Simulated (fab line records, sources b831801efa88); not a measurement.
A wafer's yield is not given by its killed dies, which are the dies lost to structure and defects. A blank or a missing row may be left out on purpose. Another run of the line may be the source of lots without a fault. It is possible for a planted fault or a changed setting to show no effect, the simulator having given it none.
fab line records -- flow gf180mcu -- part 1 of 2: steps 1 to 30 of 43
record lots=5, wafers=15, last-day=34
route steps=602 shown VT_IMPLANT@108 MVSD@136 NWELL@137 LVPWELL@138 MVPSD@139 DUAL_GATE@141
lots untouched by any fault: they come from a run of this same line in which no faults occurred
start-h: the number of hours between the record's first day and the start of the first shown wafer of the lot -- wait-h: hours elapsed since this lot's preceding step -- " repeats the value in the row above -- L1.1+2: one row covering several wafers at once -- - no value, or no start was given -- * or withheld: withheld -- < > ~ a bound
route shown NAME@n: a module of which the file shows steps, and the number in the route of the first -- usual: mean and standard deviation over wafers with no fault -- same: alike in all rows -- chamber/n: place in a boat -- sites: per-site readings -- _std_site: standard deviation of those values -- _edge_site: inner sites' mean taken away from outer sites' mean -- radius-mm: how far each site lies from the wafer's centre -- mask NAME#n: copy n -- behind: the most recent tool/chamber to have shaped the wafer -- hold: why the lot went on hold/how many hours it stayed there/how the hold came to an end -- device: transistor that didn't switch, given as n, p or np -- end of line: the tests these same wafers got at the end of their route -- a step given without rows: its recipe and nothing more -- killed: count of dies lost to structure and defects at first sort (not the wafer's yield) -- map: a wafer's dies, marking killed ones x, the rest . and places with no die _
set.NAME: the setting the step ran with; set.NAME@STEP: the setting that earlier step ran with -- model.NAME: the simulator's own value behind a step, which no gauge read
lots seen at some steps along the route; tables by step, rows by wafer
services: when a tool's chamber went out of use (start-h, in hours from the record's first day, below 0 if earlier), for how many hours, and the reason
## steps
# step GF_VT_IMPLANT_OVL_MEAS_18
# usual VT_IMPLANT_01_OVL=0.4/1.4
lot.wafer,tool,chamber,start-h,wait-h,VT_IMPLANT_01_OVL[nm]
L075.1,overlay-01,-,130.68,0.1,1.6
L075.2,overlay-01,-,130.68,0.1,0.3
L075.3,overlay-01,-,130.68,0.1,0.8
L079.1,overlay-02,-,155.35,0.1,0.2
L079.4,overlay-02,-,155.35,0.1,1.4
L079.6,overlay-02,-,155.35,0.1,0.0
L082.2,overlay-01,-,178.27,0.1,2.3
L082.5,overlay-01,-,178.27,0.1,0.5
L082.6,overlay-01,-,178.27,0.1,1.4
L091.1,overlay-01,-,238.12,0.1,-0.1
L091.3,overlay-01,-,238.12,0.1,1.0
L091.4,overlay-01,-,238.12,0.1,0.8
L096.1,overlay-02,-,266.80,0.1,2.3
L096.3,overlay-02,-,266.80,0.1,0.8
L096.6,overlay-02,-,266.80,0.1,1.3
# step GF_VT_IMPLANT_IMPLANT_19
# recipe species=As, energy-kev=100, dose-cm2=4.35e+12, tilt-deg=7
# usual end-station-pressure-torr=5.01e-06/2.7e-07
lot.wafer,tool,chamber,start-h,wait-h,end-station-pressure-torr
L075.1,implanter-04,0,130.71,0.0,4.96e-06
L075.2,implanter-04,0,130.71,0.0,5.46e-06
L075.3,implanter-04,0,130.71,0.0,5.04e-06
L079.1,implanter-02,0,155.38,0.0,5.01e-06
L079.4,implanter-02,0,155.38,0.0,5.28e-06
L079.6,implanter-02,0,155.38,0.0,5.43e-06
L082.2,implanter-04,0,178.33,0.0,4.94e-06
L082.5,implanter-04,0,178.33,0.0,4.55e-06
L082.6,implanter-04,0,178.33,0.0,5.22e-06
L091.1,implanter-04,0,238.15,0.0,5.2e-06
L091.3,implanter-04,0,238.15,0.0,4.89e-06
L091.4,implanter-04,0,238.15,0.0,4.85e-06
L096.1,implanter-04,0,266.83,0.0,5.23e-06
L096.3,implanter-04,0,266.83,0.0,5.34e-06
L096.6,implanter-04,0,266.83,0.0,4.82e-06
# step GF_VT_IMPLANT_STRIP_20
# recipe chemistry=O2/N2, power-w=1400, pressure-mtorr=1500, platen-temp-c=250, o2-flow-sccm=3000, n2-flow-sccm=300, overash-fraction=0.5
# usual drypump-motor-current-A=5.90/0.24, heater-power-w=322/31, oes-product-au=0.716/0.0039, strip-time-to-endpoint-s=12.63/0.041
lot.wafer,tool,chamber,start-h,wait-h,drypump-motor-current-A,heater-power-w,oes-product-au,rf-hours-counter-h,strip-time-to-endpoint-s
L075.1,plasma-asher-01,0,130.86,0.1,6.00,321,0.711,34,12.66
L075.2,plasma-asher-01,1,130.86,0.1,6.18,320,0.713,34,12.67
L075.3,plasma-asher-01,1,130.86,0.1,6.15,320,0.711,-,12.70
L079.1,plasma-asher-01,0,155.53,0.1,5.96,319,0.714,36,12.63
L079.4,plasma-asher-01,0,155.53,0.1,5.97,322,0.716,-,12.64
L079.6,plasma-asher-01,0,155.53,0.1,5.98,322,0.723,-,12.60
L082.2,plasma-asher-02,0,178.45,0.1,6.01,289,0.715,52,12.62
L082.5,plasma-asher-02,1,178.45,0.1,5.96,355,0.715,-,12.61
L082.6,plasma-asher-02,0,178.45,0.1,6.03,291,0.718,-,12.65
L091.1,plasma-asher-02,0,238.30,0.1,6.04,280,0.715,60,12.67
L091.3,plasma-asher-02,0,238.30,0.1,6.01,287,0.719,-,12.62
L091.4,plasma-asher-02,1,238.30,0.1,5.95,341,0.715,-,12.66
L096.1,plasma-asher-01,0,266.98,0.1,6.00,318,0.722,46,12.59
L096.3,plasma-asher-01,1,266.98,0.1,6.15,332,0.721,-,12.56
L096.6,plasma-asher-01,1,266.98,0.1,6.14,324,0.719,-,12.61
# step GF_VT_IMPLANT_TW_MEAS_21
# usual VT_IMPLANT_2_TW=1220/8.7
lot.wafer,tool,chamber,start-h,wait-h,VT_IMPLANT_2_TW
L075.1,film-metro-03,-,130.96,0.1,1209
L075.2,film-metro-03,-,130.96,0.1,1211
L075.3,film-metro-03,-,130.96,0.1,1212
L079.1,film-metro-04,-,155.63,0.1,1233
L079.4,film-metro-04,-,155.63,0.1,1233
L079.6,film-metro-04,-,155.63,0.1,1229
L082.2,film-metro-03,-,178.56,0.1,1218
L082.5,film-metro-03,-,178.56,0.1,1213
L082.6,film-metro-03,-,178.56,0.1,1212
L091.1,film-metro-04,-,238.40,0.1,1226
L091.3,film-metro-04,-,238.40,0.1,1223
L091.4,film-metro-04,-,238.40,0.1,1230
L096.1,film-metro-01,-,267.08,0.1,1219
L096.3,film-metro-01,-,267.08,0.1,1217
L096.6,film-metro-01,-,267.08,0.1,1224
# step GF_VT_IMPLANT_DEHYDRATE_22
# recipe temp-c=200, time-s=60
lot.wafer,tool,chamber,start-h,wait-h
L075.1+2+3,litho-track-04,0,137.75,6.8
L079.1+4+6,litho-track-03,0,162.98,7.3
L082.2+5+6,litho-track-01,0,186.54,8.0
L091.1+3+4,litho-track-03,0,246.92,8.5
L096.1+3+6,litho-track-01,0,275.92,8.8
# step GF_VT_IMPLANT_HMDS_23
# recipe prime-time-s=60, prime-temp-c=120
lot.wafer,tool,chamber,start-h,wait-h
L075.1+2+3,litho-track-04,0,137.90,0.1
L079.1+4+6,litho-track-03,0,163.13,0.1
L082.2+5+6,litho-track-01,0,186.69,0.1
L091.1+3+4,litho-track-03,0,247.07,0.1
L096.1+3+6,litho-track-01,0,276.07,0.1
# step GF_VT_IMPLANT_COAT_24
# recipe resist=NOVOLAK, spin-rpm=3000, resist-thk-nm=1000
lot.wafer,tool,chamber,start-h,wait-h
L075.1+2+3,litho-track-04,0,138.05,0.1
L079.1+4+6,litho-track-03,0,163.28,0.1
L082.2+5+6,litho-track-01,0,186.84,0.1
L091.1+3+4,litho-track-03,0,247.22,0.1
L096.1+3+6,litho-track-01,0,276.22,0.1
# step GF_VT_IMPLANT_SOFTBAKE_25
# recipe temp-c=90, time-s=60, resist=NOVOLAK
lot.wafer,tool,chamber,start-h,wait-h
L075.1+2+3,litho-track-04,0,138.20,0.1
L079.1+4+6,litho-track-03,0,163.43,0.1
L082.2+5+6,litho-track-01,0,186.99,0.1
L091.1+3+4,litho-track-03,0,247.37,0.1
L096.1+3+6,litho-track-01,0,276.37,0.1
# step GF_VT_IMPLANT_EXPOSE_26
# recipe mask-id=LVPWELL_HV_AREA, target-cd-nm=860, na=0.6, source-shape=conventional, sigma-outer=0.6, dose-mj=140
lot.wafer,tool,chamber,start-h,wait-h,mask
L075.1+2+3,iline-stepper-02,0,-,-,LVPWELL_HV_AREA#0
L079.1+4+6,iline-stepper-01,0,-,-,LVPWELL_HV_AREA#0
L082.2+5+6,iline-stepper-02,0,-,-,LVPWELL_HV_AREA#0
L091.1+3+4,iline-stepper-02,0,-,-,LVPWELL_HV_AREA#0
L096.1+3+6,iline-stepper-02,0,-,-,LVPWELL_HV_AREA#0
# step GF_VT_IMPLANT_PEB_27
# recipe temp-c=withheld, time-s=*, resist=NOVOLAK
lot.wafer,tool,chamber,start-h,wait-h
L075.1+2+3,litho-track-01,0,-,-
L079.1+4+6,litho-track-03,0,-,-
L082.2+5+6,litho-track-04,0,-,-
L091.1+3+4,litho-track-03,0,-,-
L096.1+3+6,litho-track-03,0,-,-
# step GF_VT_IMPLANT_DEVELOP_28
# recipe develop-time-s=60, dev-temp-c=23
lot.wafer,tool,chamber,start-h,wait-h
L075.1+2+3,litho-track-01,0,145.77,0.1
L079.1+4+6,litho-track-03,0,171.38,0.1
L082.2+5+6,litho-track-04,0,195.02,0.1
L091.1+3+4,litho-track-03,0,256.67,0.1
L096.1+3+6,litho-track-03,0,286.52,0.1
# step GF_VT_IMPLANT_OVL_MEAS_29
# usual VT_IMPLANT_02_OVL=-0.6/1.3
lot.wafer,tool,chamber,start-h,wait-h,VT_IMPLANT_02_OVL[nm]
L075.1,overlay-02,-,145.92,0.1,-1.6
L075.2,overlay-02,-,145.92,0.1,-1.9
L075.3,overlay-02,-,145.92,0.1,-2.4
L079.1,overlay-01,-,171.53,0.1,-3.1
L079.4,overlay-01,-,171.53,0.1,-1.7
L079.6,overlay-01,-,171.53,0.1,-2.9
L082.2,overlay-01,-,195.15,0.1,-1.9
L082.5,overlay-01,-,195.15,0.1,0.4
L082.6,overlay-01,-,195.15,0.1,-0.2
L091.1,overlay-02,-,256.82,0.1,1.0
L091.3,overlay-02,-,256.82,0.1,2.4
L091.4,overlay-02,-,256.82,0.1,-0.9
L096.1,overlay-02,-,286.67,0.1,-2.1
L096.3,overlay-02,-,286.67,0.1,-0.8
L096.6,overlay-02,-,286.67,0.1,0.2
# step GF_VT_IMPLANT_IMPLANT_30
# recipe species=B, energy-kev=25, dose-cm2=2.534e+12, tilt-deg=7
# usual end-station-pressure-torr=5.02e-06/2.6e-07
lot.wafer,tool,chamber,start-h,wait-h,end-station-pressure-torr
L075.1,implanter-03,0,145.95,0.0,4.98e-06
L075.2,implanter-03,0,145.95,0.0,5.14e-06
L075.3,implanter-03,0,145.95,0.0,4.97e-06
L079.1,implanter-03,0,171.56,0.0,4.72e-06
L079.4,implanter-03,0,171.56,0.0,5.11e-06
L079.6,implanter-03,0,171.56,0.0,4.95e-06
L082.2,implanter-03,0,195.21,0.0,4.63e-06
L082.5,implanter-03,0,195.21,0.0,4.63e-06
L082.6,implanter-03,0,195.21,0.0,5e-06
L091.1,implanter-03,0,256.86,0.0,5.11e-06
L091.3,implanter-03,0,256.86,0.0,4.93e-06
L091.4,implanter-03,0,256.86,0.0,5.12e-06
L096.1,implanter-04,0,286.71,0.0,5.07e-06
L096.3,implanter-04,0,286.71,0.0,4.82e-06
L096.6,implanter-04,0,286.71,0.0,4.99e-06
# step GF_VT_IMPLANT_STRIP_31
# recipe chemistry=O2/N2, power-w=1400, pressure-mtorr=1500, platen-temp-c=250, o2-flow-sccm=3000, n2-flow-sccm=300, overash-fraction=0.5
# usual drypump-motor-current-A=5.86/0.29, heater-power-w=325/27, oes-product-au=0.716/0.0044, strip-time-to-endpoint-s=12.64/0.036
lot.wafer,tool,chamber,start-h,wait-h,drypump-motor-current-A,heater-power-w,oes-product-au,rf-hours-counter-h,strip-time-to-endpoint-s
L075.1,plasma-asher-03,0,146.10,0.1,5.47,379,0.714,54,12.76
L075.2,plasma-asher-03,1,146.10,0.1,5.46,291,0.714,54,12.71
L075.3,plasma-asher-03,0,146.10,0.1,5.47,370,0.709,-,12.72
L079.1,plasma-asher-01,1,171.71,0.1,6.16,324,0.720,38,12.63
L079.4,plasma-asher-01,0,171.71,0.1,6.02,315,0.721,-,12.61
L079.6,plasma-asher-01,0,171.71,0.1,6.01,320,0.713,-,12.60
L082.2,plasma-asher-01,0,195.33,0.1,5.99,314,0.713,41,12.56
L082.5,plasma-asher-01,1,195.33,0.1,6.15,319,0.715,-,12.63
L082.6,plasma-asher-01,0,195.33,0.1,6.00,315,0.714,-,12.61
L091.1,plasma-asher-01,0,257.01,0.1,6.01,325,0.716,45,12.61
L091.3,plasma-asher-01,1,257.01,0.1,6.16,332,0.713,-,12.60
L091.4,plasma-asher-01,0,257.01,0.1,5.99,309,0.719,-,12.60
L096.1,plasma-asher-03,0,286.86,0.1,5.46,377,0.710,69,12.62
L096.3,plasma-asher-03,0,286.86,0.1,5.47,371,0.711,-,12.59
L096.6,plasma-asher-03,0,286.86,0.1,5.46,366,0.722,-,12.66
# step GF_VT_IMPLANT_TW_MEAS_32
# usual VT_IMPLANT_3_TW=270.6/1.8
lot.wafer,tool,chamber,start-h,wait-h,VT_IMPLANT_3_TW
L075.1,film-metro-03,-,146.20,0.1,269.3
L075.2,film-metro-03,-,146.20,0.1,270.4
L075.3,film-metro-03,-,146.20,0.1,269.3
L079.1,film-metro-01,-,171.81,0.1,266.5
L079.4,film-metro-01,-,171.81,0.1,269.2
L079.6,film-metro-01,-,171.81,0.1,268.5
L082.2,film-metro-04,-,195.44,0.1,269.2
L082.5,film-metro-04,-,195.44,0.1,269.0
L082.6,film-metro-04,-,195.44,0.1,269.9
L091.1,film-metro-01,-,257.11,0.1,270.0
L091.3,film-metro-01,-,257.11,0.1,271.0
L091.4,film-metro-01,-,257.11,0.1,269.6
L096.1,film-metro-03,-,286.96,0.1,274.2
L096.3,film-metro-03,-,286.96,0.1,270.9
L096.6,film-metro-03,-,286.96,0.1,271.6
# step GF_VT_IMPLANT_DEHYDRATE_33
# recipe temp-c=200, time-s=60
lot.wafer,tool,chamber,start-h,wait-h
L075.1+2+3,litho-track-04,0,153.35,7.1
L079.1+4+6,litho-track-04,0,179.40,7.6
L082.2+5+6,litho-track-03,0,204.10,8.6
L091.1+3+4,litho-track-03,0,266.37,9.3
L096.1+3+6,litho-track-03,0,295.67,8.7
# step GF_VT_IMPLANT_HMDS_34
# recipe prime-time-s=60, prime-temp-c=120
lot.wafer,tool,chamber,start-h,wait-h
L075.1+2+3,litho-track-04,0,153.50,0.1
L079.1+4+6,litho-track-04,0,179.55,0.1
L082.2+5+6,litho-track-03,0,204.25,0.1
L091.1+3+4,litho-track-03,0,266.52,0.1
L096.1+3+6,litho-track-03,0,295.82,0.1
# step GF_VT_IMPLANT_COAT_35
# recipe resist=NOVOLAK, spin-rpm=3000, resist-thk-nm=1000
lot.wafer,tool,chamber,start-h,wait-h
L075.1+2+3,litho-track-04,0,153.65,0.1
L079.1+4+6,litho-track-04,0,179.70,0.1
L082.2+5+6,litho-track-03,0,204.40,0.1
L091.1+3+4,litho-track-03,0,266.67,0.1
L096.1+3+6,litho-track-03,0,295.97,0.1
# step GF_VT_IMPLANT_SOFTBAKE_36
# recipe temp-c=90, time-s=60, resist=NOVOLAK
lot.wafer,tool,chamber,start-h,wait-h
L075.1+2+3,litho-track-04,0,153.80,0.1
L079.1+4+6,litho-track-04,0,179.85,0.1
L082.2+5+6,litho-track-03,0,204.55,0.1
L091.1+3+4,litho-track-03,0,266.82,0.1
L096.1+3+6,litho-track-03,0,296.12,0.1
# step GF_VT_IMPLANT_EXPOSE_37
# recipe mask-id=Nwell_HV_AREA, target-cd-nm=860, na=0.6, source-shape=conventional, sigma-outer=0.6, dose-mj=140
lot.wafer,tool,chamber,start-h,wait-h,mask
L075.1+2+3,iline-stepper-02,0,-,-,Nwell_HV_AREA#0
L079.1+4+6,iline-stepper-01,0,-,-,Nwell_HV_AREA#0
L082.2+5+6,iline-stepper-01,0,-,-,Nwell_HV_AREA#0
L091.1+3+4,iline-stepper-02,0,-,-,Nwell_HV_AREA#0
L096.1+3+6,iline-stepper-02,0,-,-,Nwell_HV_AREA#0
# step GF_VT_IMPLANT_PEB_38
# recipe temp-c=withheld, time-s=*, resist=NOVOLAK
lot.wafer,tool,chamber,start-h,wait-h
L075.1+2+3,litho-track-03,0,-,-
L079.1+4+6,litho-track-01,0,-,-
L082.2+5+6,litho-track-03,0,-,-
L091.1+3+4,litho-track-04,0,-,-
L096.1+3+6,litho-track-01,0,-,-
# step GF_VT_IMPLANT_DEVELOP_39
# recipe develop-time-s=60, dev-temp-c=24.02
lot.wafer,tool,chamber,start-h,wait-h
L075.1+2+3,litho-track-03,0,161.58,0.1
L079.1+4+6,litho-track-01,0,188.22,0.1
L082.2+5+6,litho-track-03,0,212.85,0.1
L091.1+3+4,litho-track-04,0,275.95,0.1
L096.1+3+6,litho-track-01,0,307.17,0.1
# step GF_VT_IMPLANT_OVL_MEAS_40
# usual VT_IMPLANT_03_OVL=-0.3/1.2
lot.wafer,tool,chamber,start-h,wait-h,VT_IMPLANT_03_OVL[nm]
L075.1,overlay-02,-,161.73,0.1,0.4
L075.2,overlay-02,-,161.73,0.1,0.8
L075.3,overlay-02,-,161.73,0.1,1.4
L079.1,overlay-01,-,188.37,0.1,-1.8
L079.4,overlay-01,-,188.37,0.1,-1.5
L079.6,overlay-01,-,188.37,0.1,-2.9
L082.2,overlay-01,-,212.98,0.1,-1.0
L082.5,overlay-01,-,212.98,0.1,0.4
L082.6,overlay-01,-,212.98,0.1,0.6
L091.1,overlay-02,-,276.10,0.1,-0.4
L091.3,overlay-02,-,276.10,0.1,-0.2
L091.4,overlay-02,-,276.10,0.1,1.5
L096.1,overlay-02,-,307.32,0.1,0.8
L096.3,overlay-02,-,307.32,0.1,1.5
L096.6,overlay-02,-,307.32,0.1,0.3
# step GF_VT_IMPLANT_IMPLANT_41
# recipe species=As, energy-kev=70, dose-cm2=1.02e+12, tilt-deg=7
# usual end-station-pressure-torr=5.01e-06/2.5e-07
lot.wafer,tool,chamber,start-h,wait-h,end-station-pressure-torr
L075.1,implanter-03,0,161.76,0.0,4.63e-06
L075.2,implanter-03,0,161.76,0.0,5.34e-06
L075.3,implanter-03,0,161.76,0.0,5.29e-06
L079.1,implanter-04,0,188.40,0.0,4.68e-06
L079.4,implanter-04,0,188.40,0.0,4.89e-06
L079.6,implanter-04,0,188.40,0.0,5.11e-06
L082.2,implanter-03,0,213.04,0.0,4.68e-06
L082.5,implanter-03,0,213.04,0.0,4.81e-06
L082.6,implanter-03,0,213.04,0.0,5.29e-06
L091.1,implanter-02,0,276.13,0.0,5.2e-06
L091.3,implanter-02,0,276.13,0.0,5.44e-06
L091.4,implanter-02,0,276.13,0.0,5.11e-06
L096.1,implanter-04,0,307.35,0.0,5.02e-06
L096.3,implanter-04,0,307.35,0.0,4.91e-06
L096.6,implanter-04,0,307.35,0.0,4.82e-06
# step GF_VT_IMPLANT_STRIP_42
# recipe chemistry=O2/N2, power-w=1400, pressure-mtorr=1500, platen-temp-c=250, o2-flow-sccm=3000, n2-flow-sccm=300, overash-fraction=0.5
# usual drypump-motor-current-A=5.81/0.28, heater-power-w=325/34, oes-product-au=0.717/0.0047, strip-time-to-endpoint-s=12.62/0.031
lot.wafer,tool,chamber,start-h,wait-h,drypump-motor-current-A,heater-power-w,oes-product-au,rf-hours-counter-h,strip-time-to-endpoint-s
L075.1,plasma-asher-02,0,161.91,0.1,6.05,292,0.709,50,12.66
L075.2,plasma-asher-02,1,161.91,0.1,5.95,349,0.723,50,12.65
L075.3,plasma-asher-02,1,161.91,0.1,5.98,353,0.717,-,12.62
L079.1,plasma-asher-03,0,188.55,0.1,5.48,373,0.707,59,12.63
L079.4,plasma-asher-03,1,188.55,0.1,5.40,294,0.713,-,12.58
L079.6,plasma-asher-03,1,188.55,0.1,5.44,283,0.715,-,12.63
L082.2,plasma-asher-01,0,213.16,0.1,5.98,324,0.721,43,12.57
L082.5,plasma-asher-01,0,213.16,0.1,6.00,320,0.712,-,12.60
L082.6,plasma-asher-01,1,213.16,0.1,6.16,320,0.715,-,12.62
L091.1,plasma-asher-02,1,276.28,0.1,5.98,352,0.719,64,12.66
L091.3,plasma-asher-02,1,276.28,0.1,5.96,360,0.713,-,12.64
L091.4,plasma-asher-02,0,276.28,0.1,6.05,286,0.718,-,12.62
L096.1,plasma-asher-02,0,307.50,0.1,6.02,286,0.718,67,12.62
L096.3,plasma-asher-02,1,307.50,0.1,5.94,344,0.714,-,12.64
L096.6,plasma-asher-02,1,307.50,0.1,5.96,340,0.704,-,12.61
# step GF_VT_IMPLANT_TW_MEAS_43
# usual VT_IMPLANT_4_TW=694/3.7
lot.wafer,tool,chamber,start-h,wait-h,VT_IMPLANT_4_TW
L075.1,film-metro-03,-,162.01,0.1,693
L075.2,film-metro-03,-,162.01,0.1,694
L075.3,film-metro-03,-,162.01,0.1,696
L079.1,film-metro-01,-,188.65,0.1,690
L079.4,film-metro-01,-,188.65,0.1,696
L079.6,film-metro-01,-,188.65,0.1,691
L082.2,film-metro-03,-,213.27,0.1,691
L082.5,film-metro-03,-,213.27,0.1,694
L082.6,film-metro-03,-,213.27,0.1,693
L091.1,film-metro-01,-,276.38,0.1,692
L091.3,film-metro-01,-,276.38,0.1,694
L091.4,film-metro-01,-,276.38,0.1,696
L096.1,film-metro-01,-,307.60,0.1,691
L096.3,film-metro-01,-,307.60,0.1,690
L096.6,film-metro-01,-,307.60,0.1,688
# step GF_VT_IMPLANT_CLEAN_44
# recipe chemistry=SC1/SC2, mix=1:4:20, temp-c=70, time-s=150, dry=n2-spin
# usual bath-heat-duty-pct=13.7/1.6
lot.wafer,tool,chamber,start-h,wait-h,bath-heat-duty-pct
L075.1,wet-bench-02,2,162.09,0.1,16.5
L075.2,wet-bench-02,2,162.09,0.1,18.4
L075.3,wet-bench-02,2,162.09,0.1,16.8
L079.1,wet-bench-02,0,188.71,0.1,12.7
L079.4,wet-bench-02,0,188.71,0.1,12.7
L079.6,wet-bench-02,0,188.71,0.1,13.0
L082.2,wet-bench-03,1,213.32,0.0,12.7
L082.5,wet-bench-03,1,213.32,0.0,13.7
L082.6,wet-bench-03,1,213.32,0.0,12.2
L091.1,wet-bench-03,2,276.44,0.1,15.2
L091.3,wet-bench-03,2,276.44,0.1,14.5
L091.4,wet-bench-03,2,276.44,0.1,15.2
L096.1,wet-bench-03,1,307.66,0.1,13.4
L096.3,wet-bench-03,1,307.66,0.1,13.2
L096.6,wet-bench-03,1,307.66,0.1,11.5
# step GF_VT_IMPLANT_RTA_45
# recipe temp-c=1050, time-s=30, ambient=N2
# usual anneal-temp-c-max=1054.1/1, lamp-power-pct=35/3.2, wafer_temp_C_max=1057.0/1.4
lot.wafer,tool,chamber,start-h,wait-h,anneal-temp-c-max,lamp-power-pct,wafer_temp_C_max
L075.1,rtp-anneal-01,0,162.15,0.0,1053.7,38,1055.6
L075.2,rtp-anneal-01,0,162.15,0.0,1053.9,38,1057.0
L075.3,rtp-anneal-01,0,162.15,0.0,1054.1,38,1057.5
L079.1,rtp-anneal-02,0,188.77,0.0,1054.3,31,1056.6
L079.4,rtp-anneal-02,0,188.77,0.0,1053.3,31,1056.7
L079.6,rtp-anneal-02,0,188.77,0.0,1055.1,31,1059.6
L082.2,rtp-anneal-01,0,213.44,0.0,1054.2,38,1056.8
L082.5,rtp-anneal-01,0,213.44,0.0,1053.2,38,1056.5
L082.6,rtp-anneal-01,0,213.44,0.0,1054.6,38,1056.0
L091.1,rtp-anneal-02,0,276.50,0.0,1053.0,31,1059.9
L091.3,rtp-anneal-02,0,276.50,0.0,1051.8,31,1060.5
L091.4,rtp-anneal-02,0,276.50,0.0,1052.7,31,1056.7
L096.1,rtp-anneal-02,0,307.72,0.0,1052.7,31,1057.6
L096.3,rtp-anneal-02,0,307.72,0.0,1055.9,31,1058.4
L096.6,rtp-anneal-02,0,307.72,0.0,1052.8,31,1058.9
# step GF_VT_IMPLANT_RS_MEAS_46
# recipe thk-meas-gauge=four-point-probe
# usual MVSD_RS=456.7/1.5
lot.wafer,tool,chamber,start-h,wait-h,MVSD_RS[ohm/sq]
L075.1,film-metro-02,-,162.25,0.1,458.1
L075.2,film-metro-02,-,162.25,0.1,459.5
L075.3,film-metro-02,-,162.25,0.1,458.1
L079.1,film-metro-02,-,188.87,0.1,456.9
L079.4,film-metro-02,-,188.87,0.1,457.9
L079.6,film-metro-02,-,188.87,0.1,458.2
L082.2,film-metro-02,-,213.54,0.1,458.0
L082.5,film-metro-02,-,213.54,0.1,457.6
L082.6,film-metro-02,-,213.54,0.1,457.7
L091.1,film-metro-03,-,276.60,0.1,456.9
L091.3,film-metro-03,-,276.60,0.1,456.3
L091.4,film-metro-03,-,276.60,0.1,456.7
L096.1,film-metro-03,-,307.82,0.1,455.9
L096.3,film-metro-03,-,307.82,0.1,455.6
L096.6,film-metro-03,-,307.82,0.1,456.3
# step GF_VT_IMPLANT_RS_MEAS_47
# recipe thk-meas-gauge=four-point-probe
# usual NWELL_RS=487.4/1.3
lot.wafer,tool,chamber,start-h,wait-h,NWELL_RS[ohm/sq]
L075.1,film-metro-02,-,162.37,0.1,489.3
L075.2,film-metro-02,-,162.37,0.1,489.2
L075.3,film-metro-02,-,162.37,0.1,488.4
L079.1,film-metro-02,-,188.99,0.1,488.8
L079.4,film-metro-02,-,188.99,0.1,490.0
L079.6,film-metro-02,-,188.99,0.1,488.1
L082.2,film-metro-02,-,213.66,0.1,487.0
L082.5,film-metro-02,-,213.66,0.1,488.3
L082.6,film-metro-02,-,213.66,0.1,488.4
L091.1,film-metro-03,-,276.72,0.1,486.1
L091.3,film-metro-03,-,276.72,0.1,486.2
L091.4,film-metro-03,-,276.72,0.1,487.5
L096.1,film-metro-03,-,307.94,0.1,488.1
L096.3,film-metro-03,-,307.94,0.1,487.6
L096.6,film-metro-03,-,307.94,0.1,486.2
